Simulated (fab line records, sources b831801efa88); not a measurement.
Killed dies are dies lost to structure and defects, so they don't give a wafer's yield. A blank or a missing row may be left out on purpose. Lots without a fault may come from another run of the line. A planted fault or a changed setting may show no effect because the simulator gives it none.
fab line records | flow gf180mcu
record lots=14 wafers=42 last_day=35
route steps=602 shown V4@502 MIM@507 V5@561
lots that met no fault: from a run of the same line without faults
start_h: hours from the record's first day to the start of the lot's first wafer shown | wait_h: hours since the lot's step before | " the same as in the row above | L1.1+2: a row that stands for several wafers | - no value, or no start given | * or withheld: withheld | < > ~ a bound
route shown NAME@n: a module of which the file shows steps, and the number in the route of the first | usual: mean/standard deviation of fault-free wafers | same: alike in all rows | chamber/n: place in a boat | sites: the reading at each site | _std_site: their standard deviation | _edge_site: outer sites' mean less inner sites' | radius_mm: how far each site lies from the wafer's centre | mask NAME#n: copy n | behind: the tool/chamber that last shaped the wafer | hold: why the lot was held/for how many hours/how that ended | device: the transistor (n, p or np) that didn't switch | end of line: the same wafers' tests at the end of the route | a step without rows: its recipe alone | killed: dies lost to structure and defects at the first sort, not the wafer's yield | map: a wafer's dies, x killed, . not, _ none there
set.NAME: the setting as run; set.NAME@STEP: as run at that earlier step | model.NAME: the simulator's own value behind a step, which no gauge read
steps of the route over a sample of lots; a table a step, a row a wafer
services: from which hour (start_h, from the record's first day; less than 0 if before it) a tool's chamber was out of use, for how many hours, and why
## steps
# step GF_V4_CMP_26
# recipe stop_on=SiO2 down_force_psi=3.5 platen_rpm=60 t_overpolish_s=15 target_thk_nm=0 pad_velocity_m_s=0.94248
# usual edge_zone_pressure_frac=0.999/0.0051 motor_current_A=11.2/0.79 overpolish_run_s=15.000/0.0081 time_to_endpoint_s=84/3.4
# columns lot.wafer tool chamber start_h wait_h edge_zone_pressure_frac motor_current_A overpolish_run_s time_to_endpoint_s
L882.1 cmp-02 2 595.08 0.1 0.996 11.9 14.998 88
L882.3 " 3 " " 1.003 12.4 14.999 86
L882.2 " 1 " " 1.002 10.6 14.993 88
L884.3 cmp-02 0 610.20 0.1 1.000 10.4 14.999 81
L884.6 " 2 " " 1.000 12.0 15.004 85
L884.5 " 3 " " 0.992 11.5 14.983 82
L885.2 cmp-01 1 618.24 0.0 0.989 10.7 15.013 89
L885.3 " 2 " " 1.005 11.0 14.997 85
L885.5 " 2 " " 1.004 11.2 14.999 87
L886.3 cmp-02 2 632.66 0.1 1.006 12.1 15.007 81
L886.4 " 3 " " 1.000 11.4 15.003 82
L886.1 " 0 " " 0.993 9.9 14.975 82
L888.3 cmp-01 0 644.73 0.1 1.004 11.8 15.000 85
L888.6 " 3 " " 0.990 12.6 15.011 82
L888.5 " 0 " " 0.995 11.7 14.997 87
L889.3 cmp-01 0 652.33 0.0 1.002 12.4 14.993 84
L889.2 " 3 " " 1.001 11.9 15.010 84
L889.5 " 0 " " 1.005 11.5 14.998 87
L891.1 cmp-01 0 662.63 0.1 1.008 11.8 15.000 89
L891.4 " 1 " " 0.997 11.0 14.998 86
L891.3 " 2 " " 1.002 11.1 14.999 87
L892.3 cmp-01 3 674.22 0.0 0.997 12.6 15.000 85
L892.5 " 3 " " 0.997 12.4 15.000 86
L892.6 " 0 " " 1.003 11.5 15.001 85
L893.3 cmp-02 0 680.07 0.0 1.001 10.2 15.000 75
L893.1 " 1 " " 1.014 10.2 15.001 80
L893.2 " 3 " " 0.996 11.8 15.003 83
L894.1 cmp-01 3 687.34 0.1 0.994 12.5 14.998 86
L894.2 " 0 " " 0.996 11.3 15.000 89
L894.6 " 0 " " 0.994 11.8 14.998 86
L895.2 cmp-02 1 692.35 0.1 0.993 10.4 15.004 87
L895.4 " 2 " " 1.000 11.8 15.008 85
L895.5 " 1 " " 0.990 10.2 14.998 88
L901.4 cmp-01 2 732.63 0.0 0.997 10.6 15.013 81
L901.2 " 1 " " 1.002 11.1 15.006 83
L901.6 " 2 " " 1.003 10.9 15.003 84
L902.2 cmp-02 1 738.37 0.0 0.993 10.0 14.999 79
L902.3 " 0 " " 0.991 10.3 15.007 82
L902.5 " 1 " " 1.003 10.3 15.001 81
L903.3 cmp-01 1 742.21 0.0 1.000 11.3 14.996 82
L903.2 " 2 " " 1.005 10.6 14.995 81
L903.6 " 1 " " 0.999 11.1 14.997 83
# step GF_MIM_SPUTTER_04
# recipe material=TiN target_thk_nm=50 power_w=6500 time_s=41.7 chamber_pressure_pa=0.4
# usual chamber_pressure_pa=0.4000/0.0009 throttle_valve_pct=29.8/1.1
# columns lot.wafer tool chamber start_h wait_h chamber_pressure_pa throttle_valve_pct
L882.1 pvd_sputter-04 - 595.56 0.0 0.3985 28.5
L882.2 " - " " 0.3995 30.3
L882.3 " - " " 0.3994 29.6
L884.3 pvd_sputter-03 - 610.58 0.0 0.3993 30.6
L884.5 " - " " 0.4014 30.5
L884.6 " - " " 0.4001 29.8
L885.2 pvd_sputter-04 - 618.74 0.0 0.4000 28.6
L885.3 " - " " 0.4006 30.0
L885.5 " - " " 0.4014 31.4
L886.1 pvd_sputter-02 - 633.09 0.0 0.4011 29.3
L886.3 " - " " 0.4011 32.0
L886.4 " - " " 0.3996 28.5
L888.3 pvd_sputter-03 - 645.16 0.0 0.4003 30.0
L888.5 " - " " 0.4005 30.0
L888.6 " - " " 0.4013 27.7
L889.2 pvd_sputter-03 - 652.81 0.0 0.3991 29.7
L889.3 " - " " 0.3998 29.8
L889.5 " - " " 0.3992 27.7
L891.1 pvd_sputter-03 - 663.11 0.0 0.4006 27.8
L891.3 " - " " 0.4005 29.5
L891.4 " - " " 0.3996 30.7
L892.3 pvd_sputter-03 - 674.70 0.0 0.3997 29.6
L892.5 " - " " 0.4009 29.7
L892.6 " - " " 0.4010 30.7
L893.1 pvd_sputter-04 - 680.55 0.0 0.4002 28.5
L893.2 " - " " 0.3997 30.3
L893.3 " - " " 0.3995 31.3
L894.1 pvd_sputter-04 - 687.82 0.0 0.4006 31.4
L894.2 " - " " 0.4011 30.2
L894.6 " - " " 0.4002 31.2
L895.2 pvd_sputter-04 - 692.78 0.0 0.4013 28.7
L895.4 " - " " 0.4004 31.4
L895.5 " - " " 0.3995 28.7
L901.2 pvd_sputter-02 - 733.11 0.0 0.4015 32.1
L901.4 " - " " 0.4008 29.2
L901.6 " - " " 0.4001 29.4
L902.2 pvd_sputter-02 - 738.85 0.0 0.3994 29.1
L902.3 " - " " 0.3986 31.9
L902.5 " - " " 0.3994 30.9
L903.2 pvd_sputter-04 - 742.69 0.0 0.4012 29.6
L903.3 " - " " 0.4004 31.0
L903.6 " - " " 0.4005 31.3
# step GF_V5_SPUTTER_21
# recipe material=Ti target_thk_nm=15 chamber_pressure_pa=5 power_w=2500 substrate_temp_c=200 time_s=80.02
# usual chamber_pressure_pa=5.000/0.011 throttle_valve_pct=30.0/0.88
# columns lot.wafer tool chamber start_h wait_h chamber_pressure_pa throttle_valve_pct
L882.1 pvd_sputter-01 - 660.80 0.0 4.996 30.0
L882.2 " - " " 5.001 30.1
L882.3 " - " " 5.006 29.7
L884.3 pvd_sputter-04 - 675.11 0.0 4.995 28.6
L884.5 " - " " 4.983 29.9
L884.6 " - " " 5.010 30.2
L885.2 pvd_sputter-02 - 682.57 0.0 5.013 31.7
L885.3 " - " " 5.008 29.4
L885.5 " - " " 5.013 30.8
L886.1 pvd_sputter-04 - 696.70 0.0 4.994 31.3
L886.3 " - " " 5.014 29.7
L886.4 " - " " 5.009 28.5
L888.3 pvd_sputter-01 - 706.31 0.0 4.988 29.9
L888.5 " - " " 5.001 29.5
L888.6 " - " " 4.986 29.7
L889.2 pvd_sputter-04 - 714.77 0.0 4.998 30.1
L889.3 " - " " 5.008 29.8
L889.5 " - " " 4.991 31.2
L891.1 pvd_sputter-02 - 723.22 0.0 5.014 32.0
L891.3 " - " " 5.008 29.1
L891.4 " - " " 4.981 28.5
L892.3 pvd_sputter-01 - 734.02 0.0 4.999 29.7
L892.5 " - " " 5.001 29.3
L892.6 " - " " 4.995 30.1
L893.1 pvd_sputter-04 - 738.71 0.0 5.021 28.3
L893.2 " - " " 4.988 31.3
L893.3 " - " " 5.015 30.3
L894.1 pvd_sputter-04 - 745.81 0.0 5.002 31.4
L894.2 " - " " 4.991 30.3
L894.6 " - " " 5.020 28.5
L895.2 pvd_sputter-04 - 750.52 0.0 4.994 28.7
L895.4 " - " " 4.992 31.3
L895.5 " - " " 4.984 31.5
L901.2 pvd_sputter-01 - 786.38 0.0 5.001 31.0
L901.4 " - " " 4.992 30.0
L901.6 " - " " 5.007 30.5
L902.2 pvd_sputter-04 - 792.32 0.0 4.991 31.3
L902.3 " - " " 5.018 28.7
L902.5 " - " " 5.026 30.1
L903.2 pvd_sputter-04 - 797.06 0.0 4.986 31.1
L903.3 " - " " 4.981 28.7
L903.6 " - " " 4.987 29.7
# step GF_V5_CVD_23
# recipe material=W target_thk_nm=350 time_s=104.9 temp_c=400 pressure_torr=40
# usual chamber_pressure_Torr=40.00/0.09 heater_power_outer_w=560/70 heater_power_w=919/140 susceptor_temp_C=399.98/0.22
# columns lot.wafer tool chamber start_h wait_h chamber_pressure_Torr heater_power_outer_w heater_power_w susceptor_temp_C
L882.1 cvd_w-02 1 660.90 0.0 39.99 606 1014 400.41
L882.2 " 0 " " 40.08 634 1080 399.84
L882.3 " 1 " " 39.87 607 1000 400.10
L884.3 cvd_w-02 0 675.25 0.1 40.02 644 1063 399.56
L884.5 " 0 " " 40.06 627 1085 399.69
L884.6 " 1 " " 39.98 625 1029 400.25
L885.2 cvd_w-01 1 682.67 0.0 40.12 533 842 399.82
L885.3 " 0 " " 40.09 465 744 399.93
L885.5 " 1 " " 39.96 535 844 400.06
L886.1 cvd_w-02 0 696.80 0.0 40.00 659 1105 399.94
L886.3 " 1 " " 40.09 619 1027 400.16
L886.4 " 0 " " 39.82 624 1091 400.10
L888.3 cvd_w-01 1 706.44 0.1 39.98 552 840 399.76
L888.5 " 0 " " 40.04 455 742 399.81
L888.6 " 1 " " 39.95 532 836 399.77
L889.2 cvd_w-01 0 714.87 0.0 40.06 466 760 399.94
L889.3 " 1 " " 39.99 531 843 399.93
L889.5 " 0 " " 39.96 459 749 399.64
L891.1 cvd_w-02 0 723.32 0.0 - - - -
L891.3 " 0 " " - - - -
L891.4 " 0 " " - - - -
L892.3 cvd_w-01 0 734.15 0.1 - - - -
L892.5 " 0 " " - - - -
L892.6 " 1 " " - - - -
L893.1 cvd_w-01 1 738.81 0.0 40.11 533 830 400.12
L893.2 " 0 " " 40.15 464 761 399.84
L893.3 " 0 " " 40.06 477 762 399.83
L894.1 cvd_w-02 0 745.91 0.0 40.06 641 1066 400.31
L894.2 " 1 " " 39.83 626 1045 399.79
L894.6 " 0 " " 40.09 645 1129 400.20
L895.2 cvd_w-01 1 750.62 0.0 40.19 525 833 399.88
L895.4 " 0 " " 39.86 465 745 399.88
L895.5 " 0 " " 39.86 465 759 399.61
L901.2 cvd_w-01 1 786.48 0.0 40.13 543 841 399.94
L901.4 " 0 " " 40.02 467 761 400.27
L901.6 " 0 " " 39.92 468 757 400.14
L902.2 cvd_w-01 1 792.42 0.0 39.96 545 852 400.75
L902.3 " 1 " " 39.87 540 833 400.43
L902.5 " 1 " " 39.91 541 831 400.32
L903.2 cvd_w-02 1 797.16 0.0 40.02 637 1049 400.21
L903.3 " 1 " " 39.95 613 1026 399.94
L903.6 " 0 " " 39.99 646 1093 400.00
# step GF_V5_RS_MEAS_24
# recipe thk_meas_gauge=four-point-probe reads=W_of_V5_CVD_23+TiN_of_V5_SPUTTER_22+Ti_of_V5_SPUTTER_21
# usual V5_W_RS=0.330/0.0035
# columns lot.wafer tool chamber start_h wait_h V5_W_RS[ohm/sq]
L882.1 film_metro-01 - 661.01 0.1 0.325
L882.2 " - " " 0.324
L882.3 " - " " 0.327
L884.3 film_metro-03 - 675.36 0.1 0.332
L884.5 " - " " 0.330
L884.6 " - " " 0.330
L885.2 film_metro-04 - 682.80 0.1 0.329
L885.3 " - " " 0.326
L885.5 " - " " 0.328
L886.1 film_metro-01 - 696.91 0.1 0.330
L886.3 " - " " 0.333
L886.4 " - " " 0.329
L888.3 film_metro-01 - 706.56 0.1 0.327
L888.5 " - " " 0.329
L888.6 " - " " 0.324
L889.2 film_metro-01 - 715.00 0.1 0.329
L889.3 " - " " 0.328
L889.5 " - " " 0.328
L891.1 film_metro-01 - 723.54 0.2 44.022
L891.3 " - " " 43.782
L891.4 " - " " 43.999
L892.3 film_metro-01 - 734.27 0.1 42.686
L892.5 " - " " 42.907
L892.6 " - " " 43.177
L893.1 film_metro-01 - 738.92 0.1 0.330
L893.2 " - " " 0.330
L893.3 " - " " 0.331
L894.1 film_metro-03 - 746.02 0.1 0.327
L894.2 " - " " 0.332
L894.6 " - " " 0.325
L895.2 film_metro-03 - 750.75 0.1 0.333
L895.4 " - " " 0.331
L895.5 " - " " 0.332
L901.2 film_metro-01 - 786.62 0.1 0.334
L901.4 " - " " 0.334
L901.6 " - " " 0.332
L902.2 film_metro-03 - 792.55 0.1 0.328
L902.3 " - " " 0.331
L902.5 " - " " 0.330
L903.2 film_metro-04 - 797.29 0.1 0.333
L903.3 " - " " 0.337
L903.6 " - " " 0.331
# step GF_V5_THK_MEAS_25
# recipe thk_meas_gauge=xrf reads=W_of_V5_CVD_23
# usual V5_W_THK=366/4.3
# columns lot.wafer tool chamber start_h wait_h V5_W_THK[nm]
L882.1 film_metro-01 - 661.13 0.1 368
L882.2 " - " " 373
L882.3 " - " " 368
L884.3 film_metro-03 - 675.46 0.1 369
L884.5 " - " " 370
L884.6 " - " " 370
L885.2 film_metro-04 - 682.91 0.1 362
L885.3 " - " " 366
L885.5 " - " " 365
L886.1 film_metro-01 - 697.03 0.1 362
L886.3 " - " " 361
L886.4 " - " " 366
L888.3 film_metro-01 - 706.66 0.1 368
L888.5 " - " " 367
L888.6 " - " " 373
L889.2 film_metro-01 - 715.11 0.1 367
L889.3 " - " " 367
L889.5 " - " " 368
L891.1 film_metro-01 - 723.66 0.1 <0
L891.3 " - " " <0
L891.4 " - " " <0
L892.3 film_metro-01 - 734.37 0.1 <0
L892.5 " - " " <0
L892.6 " - " " -
L893.1 film_metro-01 - 739.04 0.1 366
L893.2 " - " " 366
L893.3 " - " " 364
L894.1 film_metro-03 - 746.14 0.1 369
L894.2 " - " " 360
L894.6 " - " " 368
L895.2 film_metro-03 - 750.86 0.1 359
L895.4 " - " " 361
L895.5 " - " " 358
L901.2 film_metro-01 - 786.73 0.1 362
L901.4 " - " " 361
L901.6 " - " " 362
L902.2 film_metro-03 - 792.66 0.1 368
L902.3 " - " " 365
L902.5 " - " " 367
L903.2 film_metro-04 - 797.40 0.1 366
L903.3 " - " " 360
L903.6 " - " " 370
# step GF_V5_CMP_26
# recipe stop_on=SiO2 down_force_psi=3.5 platen_rpm=60 t_overpolish_s=15 target_thk_nm=0 pad_velocity_m_s=0.94248
# usual edge_zone_pressure_frac=1.000/0.005 motor_current_A=11.2/0.84 time_to_endpoint_s=82.2/2.7
# columns lot.wafer tool chamber start_h wait_h edge_zone_pressure_frac motor_current_A time_to_endpoint_s
L882.3 cmp-02 1 661.24 0.1 1.005 9.6 86.0
L882.1 " 2 " " 1.003 11.8 84.8
L882.2 " 3 " " 1.004 11.1 83.6
L884.3 cmp-01 3 675.69 0.2 1.005 12.3 82.7
L884.5 " 0 " " 1.001 11.5 87.2
L884.6 " 1 " " 0.997 10.6 82.8
L885.2 cmp-02 3 683.01 0.1 1.001 12.0 81.4
L885.3 " 0 " " 0.996 10.4 81.9
L885.5 " 3 " " 1.000 11.5 77.1
L886.1 cmp-01 2 697.09 0.1 1.002 11.2 82.2
L886.3 " 3 " " 0.989 11.7 84.0
L886.4 " 1 " " 1.001 11.3 83.9
L888.3 cmp-02 1 706.75 0.1 1.006 10.0 86.1
L888.6 " 0 " " 1.005 10.0 84.4
L888.5 " 1 " " 0.991 9.9 83.9
L889.3 cmp-02 0 715.33 0.2 1.004 10.0 79.5
L889.2 " 3 " " 1.003 11.7 81.7
L889.5 " 1 " " 1.002 10.1 81.4
L891.4 cmp-02 2 723.72 0.0 0.991 12.2 0.7
L891.1 " 0 " " 0.995 10.4 0.0
L891.3 " 1 " " 1.006 9.6 1.9
L892.3 cmp-02 2 734.51 0.1 1.001 11.8 0.2
L892.5 " 0 " " 1.001 10.0 2.0
L892.6 " 1 " " 0.998 10.0 0.0
L893.3 cmp-02 0 739.34 0.3 1.001 10.2 78.9
L893.2 " 1 " " 0.991 9.9 78.9
L893.1 " 2 " " 1.003 12.2 80.6
L894.2 cmp-02 1 746.98 0.8 1.006 9.7 83.5
L894.1 " 2 " " 1.008 12.2 82.0
L894.6 " 1 " " 1.011 10.4 86.1
L895.2 cmp-01 1 750.96 0.1 0.995 11.0 81.6
L895.4 " 3 " " 0.990 12.2 81.9
L895.5 " 0 " " 1.008 11.4 87.3
L901.4 cmp-01 2 787.66 0.9 1.001 10.9 82.9
L901.2 " 3 " " 0.994 12.2 80.2
L901.6 " 1 " " 1.003 11.7 83.0
L902.2 cmp-01 2 792.84 0.2 1.003 10.8 84.2
L902.3 " 1 " " 0.992 10.7 84.0
L902.5 " 2 " " 1.005 11.2 82.6
L903.2 cmp-01 1 797.50 0.1 0.994 11.5 83.6
L903.3 " 3 " " 1.001 12.1 78.0
L903.6 " 0 " " 1.002 11.7 86.7
## services
# columns tool chamber start_h hours kind
cvd_w-01 0 581.70 14.4 repair
cmp-02 - 601.98 4.0 pm
cmp-01 - 620.45 0.3 repair
pvd_sputter-04 - 624.03 2.1 repair
cmp-01 - 660.39 1.3 repair
cmp-02 - 666.09 0.9 repair
cvd_w-02 - 689.87 6.9 pm
cmp-01 - 707.55 0.5 repair
cmp-01 - 711.03 11.3 pm
cvd_w-02 1 721.27 4.2 repair
cvd_w-01 1 725.58 2.5 repair
cmp-01 - 727.04 2.0 repair
cmp-01 - 729.32 0.3 repair
cmp-01 - 737.57 2.3 repair
cmp-02 - 739.86 5.6 pm
cmp-01 - 744.11 4.0 pm
pvd_sputter-04 - 751.20 1.3 repair
cvd_w-01 - 757.02 1.1 repair
cvd_w-01 - 758.11 6.0 pm
pvd_sputter-04 - 759.40 1.2 repair
cmp-02 - 782.53 5.6 pm
cmp-02 - 789.30 1.1 repair
cmp-02 - 790.80 2.7 repair
cmp-02 - 794.29 14.7 pm
## key
first_sign step=GF_V5_CVD_23 reading=tool_record direction=missing
effect step=GF_V5_RS_MEAS_24 reading=V5_W_RS direction=up sigmas=99+ usual=0.330 struck=43.429
effect step=GF_V5_THK_MEAS_25 reading=V5_W_THK direction=down sigmas=85 usual=366 struck=<0
effect step=GF_V5_CMP_26 reading=time_to_endpoint_s direction=down sigmas=30 usual=* struck=*
met_at GF_V5_CVD_23
struck_lots L891,L892
later_rows_left_out L891.1,L891.3,L891.4,L892.3,L892.5,L892.6
sort_left_out L891.1,L891.3,L891.4,L892.3,L892.5,L892.6
not_acting_at GF_V4_CMP_26,GF_MIM_SPUTTER_04,GF_V5_SPUTTER_21
onset_between 714.87 723.32
fault kind=skipped_step_whole tool=cvd_w-01,cvd_w-02 chamber=- onset_h=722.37 steps=GF_V5_CVD_23 scope=struck_lots_only
# sort_left_out: the simulated sort isn't trusted on such a fault, so these wafers' sort isn't shown, and their yield isn't known
# later_rows_left_out: the simulator's readings of these wafers behind a module that went badly wrong aren't trusted and aren't shown, but for the sort
